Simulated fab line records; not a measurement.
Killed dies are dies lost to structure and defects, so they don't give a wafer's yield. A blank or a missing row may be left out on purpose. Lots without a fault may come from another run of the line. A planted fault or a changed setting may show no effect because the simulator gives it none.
Struck lot and sound lot, side by side    flow sky130    17 out of 708 route steps
Sound: wafers L727.2, L727.5, L727.6. Wafers L736.2, L736.5, L736.6 were the ones struck. The cause comes at the end.
Per side, at each step with rows, come the tool, then ch with its chambers, and then its first start. Under that, the readings that differ: sound wafers    struck wafers    difference of the means    sigmas: that difference in standard deviations of wafers without a fault.
alike: readings whose means differ by less than 2 such deviations, and words and numbers that are the same on both sides. not compared: withheld readings, readings that some wafer has no value for, bounds like >300 that may hide the same value, and numbers for which the record gives no deviation and whose values overlap.
Wherever a step has rows on one side only, a row that says differs or no value, or a row with sigmas, the two part there. Non-overlapping numbers with no deviation appear without sigmas and do not part them. A reading that every wafer of one side lacks parts them only if that side has two wafers or more.

SKY_FIELD_ISO_THK_MEAS_02:
  sound: filmMetro-04 at day 2 02:54; struck: filmMetro-01 at day 3 23:38
  alike: FIELD_ISO_OXIDATION_00_THK
then, 1 step without rows for these wafers: SKY_FIELD_ISO_CVD_03 (deposits Si3N4 from DCS/NH3, target thk 165 nm, time 2830 s).
SKY_FIELD_ISO_THK_MEAS_04:
  sound: filmMetro-01 at day 2 04:44; struck: filmMetro-01 at day 4 02:01
  alike: FIELD_ISO_CVD_03_THK
then, 8 steps without rows for these wafers: SKY_FIELD_ISO_DEHYDRATE_05 (time 60 s); SKY_FIELD_ISO_HMDS_06 (prime time 60 s); SKY_FIELD_ISO_COAT_07 (resist thk 60 nm); SKY_FIELD_ISO_COAT_08 (resist thk 450 nm); SKY_FIELD_ISO_SOFTBAKE_09 (time 90 s); SKY_FIELD_ISO_EXPOSE_10 (exposes mask FOM, target cd 150 nm); SKY_FIELD_ISO_PEB_11; SKY_FIELD_ISO_DEVELOP_12 (develop time 60 s).
SKY_FIELD_ISO_CD_MEAS_13: target cd 150 nm.
  sound: cdSem-02 at day 2 19:52; struck: cdSem-02 at day 4 18:58
  alike: cdNm
SKY_FIELD_ISO_ETCH_14: etches BARC in N2/H2, stops on SiO2, time 45.9 s, target depth 60 nm.
  sound on rieDiel-01 ch 1,2,3, day 2 19:58; struck on rieDiel-01 ch 0,1,2, day 4 19:04
reading                                          sound              struck             difference  sigmas
oesProductAu (a.u.)                              0.858 0.851 0.850  0.992 0.995 1.011  +0.146      +29
runLengthS (s)                                   74.3 73.8 73.9     52.5 52.4 53.0     -21.4       -55
model.KrF-thick_of_FIELD_ISO_COAT_08.thkNm (nm)  389.6 390.7 391.6  415.1 413.1 416.4  +24.2       
model.etch.depthNm (nm)                          60 60.06 59.74     41.62 41.73 42.12  -18.11      
model.FIELD_ISO.cdNm (nm)                        149.2 149.6 149.3  152.3 152.1 154.7  +3.7        
  alike: drypumpMotorCurrentA, throttleValvePct
  not compared: rfHoursCounterH
SKY_FIELD_ISO_ETCH_15: etches the open film in CHF3/O2, stops on Si, target depth 180 nm, time 72 s.
  sound on rieDiel-01 ch 1,2,3, day 2 20:00; struck on rieDiel-01 ch 0,1,2, day 4 19:06
reading                                          sound              struck             difference  sigmas
oesProductAu (a.u.)                              0.942 0.939 0.946  0.375 0.380 0.371  -0.567      -82
throttleValvePct (%)                             8.837 8.844 8.828  8.659 8.660 8.676  -0.171      -18
model.KrF-thick_of_FIELD_ISO_COAT_08.thkNm (nm)  230.7 232.9 235.5  259.8 256.3 256.5  +24.5       
  alike: drypumpMotorCurrentA, runLengthS
  not compared: rfHoursCounterH
SKY_FIELD_ISO_STRIP_16: strips in O2/N2.
  sound on plasmaAsher-03 ch 0,1, day 2 20:03; struck on plasmaAsher-04 ch 0,1, day 4 19:09
reading                   sound           struck          difference  sigmas
stripTimeToEndpointS (s)  3.49 3.50 3.54  3.79 3.75 3.76  +0.26       +8
  alike: drypumpMotorCurrentA, oesProductAu
  not compared: rfHoursCounterH
SKY_FIELD_ISO_ETCH_17: etches Si in HBr/Cl2/O2, target depth 342 nm, time 97.7 s.
  sound on rieSi-01 ch 0,1, day 2 20:09; struck on rieSi-02 ch 0,1,3, day 4 19:15
  alike: drypumpMotorCurrentA, oesProductAu, runLengthS, throttleValvePct
  not compared: rfHoursCounterH, model.FIELD_ISO.cdNm
then, 1 step without rows for these wafers: SKY_FIELD_ISO_WET_ETCH_18 (etches Si3N4 in H3PO4, target depth 25 nm, time 286 s).

WHERE THEY PART
First at SKY_FIELD_ISO_ETCH_14; last, within this record, at SKY_FIELD_ISO_STRIP_16. Later steps at which nothing parts them and some readings are alike: SKY_FIELD_ISO_ETCH_17.

WHY: the cause the simulator had injected
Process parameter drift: rieDiel-01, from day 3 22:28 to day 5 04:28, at SKY_FIELD_ISO_ETCH_14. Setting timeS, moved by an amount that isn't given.
